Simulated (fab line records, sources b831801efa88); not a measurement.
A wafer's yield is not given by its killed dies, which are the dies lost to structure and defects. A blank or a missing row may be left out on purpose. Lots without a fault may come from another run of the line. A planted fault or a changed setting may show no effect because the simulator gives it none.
Which tool was responsible? / flow sky130 / Sampling: 12 lots, 36 wafers, 5 of 708 route steps

== WHAT THE GAUGES READ, wafer by wafer ==
The record holds no reading of a measuring or inspecting step that can be judged against a usual standard deviation.

== EACH LOT AND THE TOOL THAT RAN IT (in order: tool; ch and the chambers of the sampled wafers; start) ==
lot=L268; SKY_VIA4_CMP_02=cmp-01 ch 1,2,3, day 42 07:34; SKY_VIA4_ETCH_12=rieDiel-03 ch 0,1, day 43 07:37; SKY_VIA4_STRIP_13=plasmaAsher-04 ch 0,1, day 43 07:41; SKY_METAL5_CLEAN_19=wetBench-03 ch 1, day 44 07:44; SKY_PAD_OPEN_PROBE_99=-
lot=L269; SKY_VIA4_CMP_02=cmp-02 ch 0,1,2, day 42 15:32; SKY_VIA4_ETCH_12=rieDiel-03 ch 2,3, day 43 15:10; SKY_VIA4_STRIP_13=plasmaAsher-04 ch 0,1, day 43 15:14; SKY_METAL5_CLEAN_19=wetBench-03 ch 1, day 44 15:41; SKY_PAD_OPEN_PROBE_99=prober-02, day 46 13:10
lot=L270; SKY_VIA4_CMP_02=cmp-02 ch 0,1,3, day 42 22:31; SKY_VIA4_ETCH_12=rieDiel-03 ch 1,2,3, day 43 22:14; SKY_VIA4_STRIP_13=plasmaAsher-03 ch 0,1, day 43 22:18; SKY_METAL5_CLEAN_19=wetBench-03 ch 0, day 44 22:52; SKY_PAD_OPEN_PROBE_99=-
lot=L271; SKY_VIA4_CMP_02=cmp-02 ch 0,3, day 43 12:51; SKY_VIA4_ETCH_12=rieDiel-03 ch 1,3, day 44 12:07; SKY_VIA4_STRIP_13=plasmaAsher-04 ch 0, day 44 12:11; SKY_METAL5_CLEAN_19=wetBench-04 ch 0, day 45 12:41; SKY_PAD_OPEN_PROBE_99=-
lot=L277; SKY_VIA4_CMP_02=cmp-01 ch 0,1,2, day 45 13:52; SKY_VIA4_ETCH_12=rieDiel-04 ch 0,1,2, day 46 11:59; SKY_VIA4_STRIP_13=plasmaAsher-01 ch 0, day 46 12:03; SKY_METAL5_CLEAN_19=wetBench-03 ch 2, day 47 10:48; SKY_PAD_OPEN_PROBE_99=prober-01, day 49 04:41
lot=L279; SKY_VIA4_CMP_02=cmp-01 ch 0,1, day 45 20:08; SKY_VIA4_ETCH_12=rieDiel-04 ch 2,3, day 46 16:43; SKY_VIA4_STRIP_13=plasmaAsher-03 ch 0,1, day 46 16:49; SKY_METAL5_CLEAN_19=wetBench-03 ch 3, day 47 14:47; SKY_PAD_OPEN_PROBE_99=prober-01, day 49 08:11
lot=L280; SKY_VIA4_CMP_02=cmp-01 ch 0,3, day 45 21:04; SKY_VIA4_ETCH_12=rieDiel-03 ch 0,2,3, day 46 18:20; SKY_VIA4_STRIP_13=plasmaAsher-04 ch 0,1, day 46 18:25; SKY_METAL5_CLEAN_19=wetBench-04 ch 0, day 47 16:16; SKY_PAD_OPEN_PROBE_99=prober-02, day 49 10:40
lot=L282; SKY_VIA4_CMP_02=cmp-01 ch 0,1,3, day 46 06:11; SKY_VIA4_ETCH_12=rieDiel-03 ch 1,2, day 47 02:56; SKY_VIA4_STRIP_13=plasmaAsher-03 ch 0, day 47 03:00; SKY_METAL5_CLEAN_19=wetBench-04 ch 2, day 48 01:17; SKY_PAD_OPEN_PROBE_99=prober-02, day 49 17:58
lot=L283; SKY_VIA4_CMP_02=cmp-02 ch 0,2,3, day 46 16:55; SKY_VIA4_ETCH_12=rieDiel-03 ch 0,1,3, day 47 13:17; SKY_VIA4_STRIP_13=plasmaAsher-01 ch 0,1, day 47 13:22; SKY_METAL5_CLEAN_19=wetBench-04 ch 1, day 48 11:05; SKY_PAD_OPEN_PROBE_99=prober-01, day 50 03:09
lot=L285; SKY_VIA4_CMP_02=cmp-02 ch 0,1, day 47 00:06; SKY_VIA4_ETCH_12=rieDiel-03 ch 1,3, day 47 20:35; SKY_VIA4_STRIP_13=plasmaAsher-01 ch 0,1, day 47 20:40; SKY_METAL5_CLEAN_19=wetBench-01 ch 2, day 48 18:16; SKY_PAD_OPEN_PROBE_99=prober-02, day 50 08:14
lot=L287; SKY_VIA4_CMP_02=cmp-01 ch 0,1,2, day 47 09:36; SKY_VIA4_ETCH_12=rieDiel-02 ch 0,1,3, day 48 06:11; SKY_VIA4_STRIP_13=plasmaAsher-01 ch 0,1, day 48 06:17; SKY_METAL5_CLEAN_19=wetBench-04 ch 3, day 49 03:28; SKY_PAD_OPEN_PROBE_99=prober-02, day 50 17:23
lot=L291; SKY_VIA4_CMP_02=cmp-02 ch 0,1,2, day 48 06:23; SKY_VIA4_ETCH_12=rieDiel-03 ch 1,3, day 49 01:16; SKY_VIA4_STRIP_13=plasmaAsher-03 ch 0,1, day 49 01:20; SKY_METAL5_CLEAN_19=wetBench-04 ch 1, day 49 21:58; SKY_PAD_OPEN_PROBE_99=-
- SKY_VIA4_CMP_02: polishes SiO2.
- SKY_VIA4_ETCH_12: etches SiO2 in C4F8/O2/Ar, stops on TiN, target depth 580 nm.
- SKY_VIA4_STRIP_13: strips in O2/N2.
- SKY_METAL5_CLEAN_19: cleans in O3/DIW.
- SKY_PAD_OPEN_PROBE_99

== AS READ BY THE TOOLS THEMSELVES (means over the sampled wafers that have a number; for cases with no such wafer, the mark the record gives instead) ==
SKY_VIA4_CMP_02.
lot=L268; tool=cmp-01; motorCurrentA (A)=12.2
lot=L269; tool=cmp-02; motorCurrentA (A)=11.2
lot=L270; tool=cmp-02; motorCurrentA (A)=11.8
lot=L271; tool=cmp-02; motorCurrentA (A)=11.1
lot=L277; tool=cmp-01; motorCurrentA (A)=12.8
lot=L279; tool=cmp-01; motorCurrentA (A)=12.3
lot=L280; tool=cmp-01; motorCurrentA (A)=13.0
lot=L282; tool=cmp-01; motorCurrentA (A)=11.8
lot=L283; tool=cmp-02; motorCurrentA (A)=11.1
lot=L285; tool=cmp-02; motorCurrentA (A)=11.6
lot=L287; tool=cmp-01; motorCurrentA (A)=12.6
lot=L291; tool=cmp-02; motorCurrentA (A)=11.8

SKY_VIA4_ETCH_12.
lot=L268; tool=rieDiel-03; oesProductAu (a.u.)=0.920
lot=L269; tool=rieDiel-03; oesProductAu (a.u.)=0.926
lot=L270; tool=rieDiel-03; oesProductAu (a.u.)=0.927
lot=L271; tool=rieDiel-03; oesProductAu (a.u.)=0.933
lot=L277; tool=rieDiel-04; oesProductAu (a.u.)=0.922
lot=L279; tool=rieDiel-04; oesProductAu (a.u.)=0.923
lot=L280; tool=rieDiel-03; oesProductAu (a.u.)=0.928
lot=L282; tool=rieDiel-03; oesProductAu (a.u.)=0.927
lot=L283; tool=rieDiel-03; oesProductAu (a.u.)=0.928
lot=L285; tool=rieDiel-03; oesProductAu (a.u.)=0.926
lot=L287; tool=rieDiel-02; oesProductAu (a.u.)=0.924
lot=L291; tool=rieDiel-03; oesProductAu (a.u.)=0.928

SKY_VIA4_STRIP_13.
lot=L268; tool=plasmaAsher-04; drypumpMotorCurrentA (A)=5.3; n2FlowSccm (sccm)=299.9; o2FlowSccm (sccm)=3007; oesProductAu (a.u.)=0.712; stripTimeToEndpointS (s)=12.80
lot=L269; tool=plasmaAsher-04; drypumpMotorCurrentA (A)=5.7; n2FlowSccm (sccm)=300.2; o2FlowSccm (sccm)=3006; oesProductAu (a.u.)=0.710; stripTimeToEndpointS (s)=12.81
lot=L270; tool=plasmaAsher-03; drypumpMotorCurrentA (A)=5.9; n2FlowSccm (sccm)=301.0; o2FlowSccm (sccm)=2999; oesProductAu (a.u.)=0.715; stripTimeToEndpointS (s)=12.79
lot=L271; tool=plasmaAsher-04; drypumpMotorCurrentA (A)=6.1; n2FlowSccm (sccm)=300.9; o2FlowSccm (sccm)=3001; oesProductAu (a.u.)=0.713; stripTimeToEndpointS (s)=12.81
lot=L277; tool=plasmaAsher-01; drypumpMotorCurrentA (A)=5.9; n2FlowSccm (sccm)=299.3; o2FlowSccm (sccm)=3007; oesProductAu (a.u.)=0.707; stripTimeToEndpointS (s)=12.80
lot=L279; tool=plasmaAsher-03; drypumpMotorCurrentA (A)=6.0; n2FlowSccm (sccm)=299.6; o2FlowSccm (sccm)=3008; oesProductAu (a.u.)=0.709; stripTimeToEndpointS (s)=12.82
lot=L280; tool=plasmaAsher-04; drypumpMotorCurrentA (A)=5.3; n2FlowSccm (sccm)=299.6; o2FlowSccm (sccm)=3000; oesProductAu (a.u.)=0.713; stripTimeToEndpointS (s)=12.80
lot=L282; tool=plasmaAsher-03; drypumpMotorCurrentA (A)=6.1; n2FlowSccm (sccm)=299.2; o2FlowSccm (sccm)=3001; oesProductAu (a.u.)=0.708; stripTimeToEndpointS (s)=12.80
lot=L283; tool=plasmaAsher-01; drypumpMotorCurrentA (A)=5.7; n2FlowSccm (sccm)=300.0; o2FlowSccm (sccm)=3000; oesProductAu (a.u.)=0.713; stripTimeToEndpointS (s)=12.84
lot=L285; tool=plasmaAsher-01; drypumpMotorCurrentA (A)=5.8; n2FlowSccm (sccm)=300.3; o2FlowSccm (sccm)=3002; oesProductAu (a.u.)=0.709; stripTimeToEndpointS (s)=12.81
lot=L287; tool=plasmaAsher-01; drypumpMotorCurrentA (A)=5.6; n2FlowSccm (sccm)=300.5; o2FlowSccm (sccm)=3010; oesProductAu (a.u.)=0.708; stripTimeToEndpointS (s)=12.78
lot=L291; tool=plasmaAsher-03; drypumpMotorCurrentA (A)=5.9; n2FlowSccm (sccm)=299.7; o2FlowSccm (sccm)=3005; oesProductAu (a.u.)=0.712; stripTimeToEndpointS (s)=12.79

SKY_PAD_OPEN_PROBE_99.
lot=L269; tool=prober-02; defectLimitedYield (%)=81.0; killed_at_M0_to_M3=51; killed_at_M4_up=2.0; killedAtContacts=24; killedAtFrontEnd=16; killedAtOther=0.3; killedDies=93; killedOpen=52; killedShort=41; sort_bin_3_pad_short (%)=0.7; sort_bin_5_function (%)=11.4; sort_bin_6_memory (%)=6.8; sortNPass=399; sortYieldPct (%)=81.0
lot=L277; tool=prober-01; defectLimitedYield (%)=75.5; killed_at_M0_to_M3=40; killed_at_M4_up=38.0; killedAtContacts=27; killedAtFrontEnd=15; killedAtOther=0.3; killedDies=121; killedOpen=47; killedShort=38; sort_bin_3_pad_short (%)=2.6; sort_bin_5_function (%)=15.5; sort_bin_6_memory (%)=6.4; sortNPass=371; sortYieldPct (%)=75.5
lot=L279; tool=prober-01; defectLimitedYield (%)=75.8; killed_at_M0_to_M3=42; killed_at_M4_up=39.3; killedAtContacts=20; killedAtFrontEnd=18; killedAtOther=0.3; killedDies=119; killedOpen=45; killedShort=37; sort_bin_3_pad_short (%)=2.1; sort_bin_5_function (%)=14.7; sort_bin_6_memory (%)=7.3; sortNPass=373; sortYieldPct (%)=75.8
lot=L280; tool=prober-02; defectLimitedYield (%)=83.0; killed_at_M0_to_M3=46; killed_at_M4_up=3.3; killedAtContacts=24; killedAtFrontEnd=10; killedAtOther=0.3; killedDies=84; killedOpen=50; killedShort=33; sort_bin_3_pad_short (%)=0.6; sort_bin_5_function (%)=10.8; sort_bin_6_memory (%)=5.6; sortNPass=408; sortYieldPct (%)=83.0
lot=L282; tool=prober-02; defectLimitedYield (%)=82.4; killed_at_M0_to_M3=44; killed_at_M4_up=3.3; killedAtContacts=21; killedAtFrontEnd=18; killedAtOther=0.3; killedDies=87; killedOpen=47; killedShort=40; sort_bin_3_pad_short (%)=0.7; sort_bin_5_function (%)=10.3; sort_bin_6_memory (%)=6.6; sortNPass=405; sortYieldPct (%)=82.4
lot=L283; tool=prober-01; defectLimitedYield (%)=83.7; killed_at_M0_to_M3=44; killed_at_M4_up=4.0; killedAtContacts=19; killedAtFrontEnd=13; killedAtOther=0.3; killedDies=80; killedOpen=42; killedShort=38; sort_bin_3_pad_short (%)=0.8; sort_bin_5_function (%)=10.3; sort_bin_6_memory (%)=5.2; sortNPass=412; sortYieldPct (%)=83.7
lot=L285; tool=prober-02; defectLimitedYield (%)=82.9; killed_at_M0_to_M3=49; killed_at_M4_up=2.0; killedAtContacts=18; killedAtFrontEnd=13; killedAtOther=2.0; killedDies=84; killedOpen=45; killedShort=38; sort_bin_3_pad_short (%)=0.6; sort_bin_5_function (%)=10.3; sort_bin_6_memory (%)=6.2; sortNPass=408; sortYieldPct (%)=82.9
lot=L287; tool=prober-02; defectLimitedYield (%)=81.5; killed_at_M0_to_M3=45; killed_at_M4_up=3.3; killedAtContacts=25; killedAtFrontEnd=17; killedAtOther=0.7; killedDies=91; killedOpen=50; killedShort=41; sort_bin_3_pad_short (%)=0.7; sort_bin_5_function (%)=11.6; sort_bin_6_memory (%)=6.2; sortNPass=401; sortYieldPct (%)=81.5

== THE ANSWER, worked out from the rows above alone ==
Rule: the usual values come from the lots themselves. The widest of any qualifying gaps counts: lots, ordered by their means at a reading, are off when they make up no more than a third of the lots, leave a main group of 4 or more, and stand apart from it by 3 or more times the standard deviation of that group's means. A main group is skipped when, at the precision printed for the reading in the tables above, its means are all equal. Also off: a lot with no number at a reading for which 4 or more lots have one. The other lots that the step has rows for count as sound. After the gauges, taken in route order, come the tools' own readings; for these a lot's mean is taken, as printed above. The first step at which some lot is off is used, and at that step the reading that is off furthest; a lot without a number counts as furthest.
Off at SKY_PAD_OPEN_PROBE_99 (killed_at_M4_up): L277, L279. Main group: mean 3.0, sd 0.74. Neither off nor sound, because the step has no rows for them: L268, L270, L271, L291.
If a tool, at that step or one of the process steps before it, ran each lot that is off and ran no sound lot following the first of them, it fits. Can't be told from this: 2 tools fit, rieDiel-04 at SKY_VIA4_ETCH_12, wetBench-03 at SKY_METAL5_CLEAN_19.

== WHAT THE SIMULATOR HAD PUT IN ==
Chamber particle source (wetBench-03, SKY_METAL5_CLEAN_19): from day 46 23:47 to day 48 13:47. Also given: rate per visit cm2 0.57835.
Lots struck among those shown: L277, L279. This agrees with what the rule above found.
